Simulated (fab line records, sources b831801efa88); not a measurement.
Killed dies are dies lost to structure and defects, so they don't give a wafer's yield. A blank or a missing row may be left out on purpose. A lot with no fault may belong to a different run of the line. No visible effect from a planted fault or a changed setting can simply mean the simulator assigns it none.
Shared-tool check / flow gf180mcu / 36 wafers sampled across 12 lots

## REASON FOR OPENING
GF_MVSD_TW_MEAS_11, reading MVSD_TW: flagged on 2 of 12 lots. No-fault wafers: 1594, standard deviation 6.5.
Rule: a lot gets a flag if all its wafers with a number sit over 4 standard deviations from that mean, or if no wafer of it has a number. All remaining lots are regarded as sound.

lot=L530; measured=day 4 22:43; on=film_metro-03; MVSD_TW, wafer by wafer=1593 1580 1598; flag=
lot=L532; measured=day 5 11:10; on=film_metro-04; MVSD_TW, wafer by wafer=1585 1584 1587; flag=
lot=L534; measured=day 5 19:40; on=film_metro-03; MVSD_TW, wafer by wafer=1582 1590 1586; flag=
lot=L535; measured=day 6 02:40; on=film_metro-04; MVSD_TW, wafer by wafer=1596 1589 1591; flag=
lot=L536; measured=day 6 08:37; on=film_metro-04; MVSD_TW, wafer by wafer=1591 1592 1591; flag=
lot=L537; measured=day 6 13:16; on=film_metro-04; MVSD_TW, wafer by wafer=1629 1642 1639; flag=FLAGGED
lot=L538; measured=day 6 21:46; on=film_metro-01; MVSD_TW, wafer by wafer=1643 1624 1628; flag=FLAGGED
lot=L546; measured=day 9 03:52; on=film_metro-01; MVSD_TW, wafer by wafer=1592 1589 1594; flag=
lot=L548; measured=day 9 08:52; on=film_metro-01; MVSD_TW, wafer by wafer=1606 1597 1588; flag=
lot=L549; measured=day 9 15:07; on=film_metro-03; MVSD_TW, wafer by wafer=1591 1591 1598; flag=
lot=L550; measured=day 10 04:03; on=film_metro-01; MVSD_TW, wafer by wafer=1596 1603 1596; flag=
lot=L551; measured=day 10 05:25; on=film_metro-03; MVSD_TW, wafer by wafer=1593 1595 1601; flag=
On average the flagged lots' numbers are 1634, which is +40 against the usual, or +6 standard deviations.

## TOOL THAT RAN EACH LOT
2 process steps preceding the reading are held in the record, out of 602 steps in the route. Read each cell as the tool, then ch plus the chambers that the sampled wafers visited, then the start.
lot=L530; flag=; GF_DNWELL_STRIP_08=plasma_asher-02 ch 0,1, day 3 05:44; GF_MVSD_IMPLANT_08=implanter-01 ch 0, day 4 22:19
lot=L532; flag=; GF_DNWELL_STRIP_08=plasma_asher-01 ch 0,1, day 3 16:22; GF_MVSD_IMPLANT_08=implanter-04 ch 0, day 5 10:47
lot=L534; flag=; GF_DNWELL_STRIP_08=plasma_asher-02 ch 0,1, day 4 01:22; GF_MVSD_IMPLANT_08=implanter-01 ch 0, day 5 19:16
lot=L535; flag=; GF_DNWELL_STRIP_08=plasma_asher-01 ch 0,1, day 4 07:46; GF_MVSD_IMPLANT_08=implanter-01 ch 0, day 6 02:16
lot=L536; flag=; GF_DNWELL_STRIP_08=plasma_asher-02 ch 0,1, day 4 13:55; GF_MVSD_IMPLANT_08=implanter-01 ch 0, day 6 08:14
lot=L537; flag=FLAGGED; GF_DNWELL_STRIP_08=plasma_asher-02 ch 0,1, day 4 17:55; GF_MVSD_IMPLANT_08=implanter-01 ch 0, day 6 12:52
lot=L538; flag=FLAGGED; GF_DNWELL_STRIP_08=plasma_asher-04 ch 0,1, day 5 00:58; GF_MVSD_IMPLANT_08=implanter-01 ch 0, day 6 21:22
lot=L546; flag=; GF_DNWELL_STRIP_08=plasma_asher-02 ch 0,1, day 7 02:04; GF_MVSD_IMPLANT_08=implanter-03 ch 0, day 9 03:28
lot=L548; flag=; GF_DNWELL_STRIP_08=plasma_asher-01 ch 0,1, day 7 06:40; GF_MVSD_IMPLANT_08=implanter-04 ch 0, day 9 08:28
lot=L549; flag=; GF_DNWELL_STRIP_08=plasma_asher-01 ch 0,1, day 7 12:07; GF_MVSD_IMPLANT_08=implanter-01 ch 0, day 9 14:43
lot=L550; flag=; GF_DNWELL_STRIP_08=plasma_asher-01 ch 0,1, day 7 20:04; GF_MVSD_IMPLANT_08=implanter-01 ch 0, day 10 03:39
lot=L551; flag=; GF_DNWELL_STRIP_08=plasma_asher-04 ch 0,1, day 8 00:43; GF_MVSD_IMPLANT_08=implanter-03 ch 0, day 10 05:02
These steps, and what they do:
- GF_DNWELL_STRIP_08: strips in O2/N2.
- GF_MVSD_IMPLANT_08
- GF_MVSD_TW_MEAS_11

## FLAGGED AGAINST TOTAL, ONE TOOL AT A TIME (gauges that did the reading follow at the end)
step=GF_DNWELL_STRIP_08; tool=plasma_asher-01; lots run=5; flagged=0; share of the flagged lots=none; sound lots run after its first flagged lot=-
step=GF_DNWELL_STRIP_08; tool=plasma_asher-02; lots run=5; flagged=1; share of the flagged lots=some; sound lots run after its first flagged lot=1 (L546)
step=GF_DNWELL_STRIP_08; tool=plasma_asher-04; lots run=2; flagged=1; share of the flagged lots=some; sound lots run after its first flagged lot=1 (L551)
step=GF_MVSD_IMPLANT_08; tool=implanter-01; lots run=8; flagged=2; share of the flagged lots=all; sound lots run after its first flagged lot=2 (L549,L550)
step=GF_MVSD_IMPLANT_08; tool=implanter-03; lots run=2; flagged=0; share of the flagged lots=none; sound lots run after its first flagged lot=-
step=GF_MVSD_IMPLANT_08; tool=implanter-04; lots run=2; flagged=0; share of the flagged lots=none; sound lots run after its first flagged lot=-
step=GF_MVSD_TW_MEAS_11; tool=film_metro-01; lots run=4; flagged=1; share of the flagged lots=some; sound lots run after its first flagged lot=3 (L546,L548,L550)
step=GF_MVSD_TW_MEAS_11; tool=film_metro-03; lots run=4; flagged=0; share of the flagged lots=none; sound lots run after its first flagged lot=-
step=GF_MVSD_TW_MEAS_11; tool=film_metro-04; lots run=4; flagged=1; share of the flagged lots=some; sound lots run after its first flagged lot=0

## WHAT IS ALLOWED BY THE TABLE
All flagged lots share 1 row of the table, namely implanter-01 at GF_MVSD_IMPLANT_08.
- implanter-01 at GF_MVSD_IMPLANT_08 ran 8 lots, 2 of them flagged. After the first flagged lot (L549, L550), sound lots still ran on it; a lasting fault on the whole tool would not permit that. Its own readings (end_station_pressure_torr) fall more than 4 standard deviations out on all wafers of the flagged lots.
There is no row in the table that ran each flagged lot and no sound lot after the first.

## WHAT THE SIMULATOR HAD INSERTED
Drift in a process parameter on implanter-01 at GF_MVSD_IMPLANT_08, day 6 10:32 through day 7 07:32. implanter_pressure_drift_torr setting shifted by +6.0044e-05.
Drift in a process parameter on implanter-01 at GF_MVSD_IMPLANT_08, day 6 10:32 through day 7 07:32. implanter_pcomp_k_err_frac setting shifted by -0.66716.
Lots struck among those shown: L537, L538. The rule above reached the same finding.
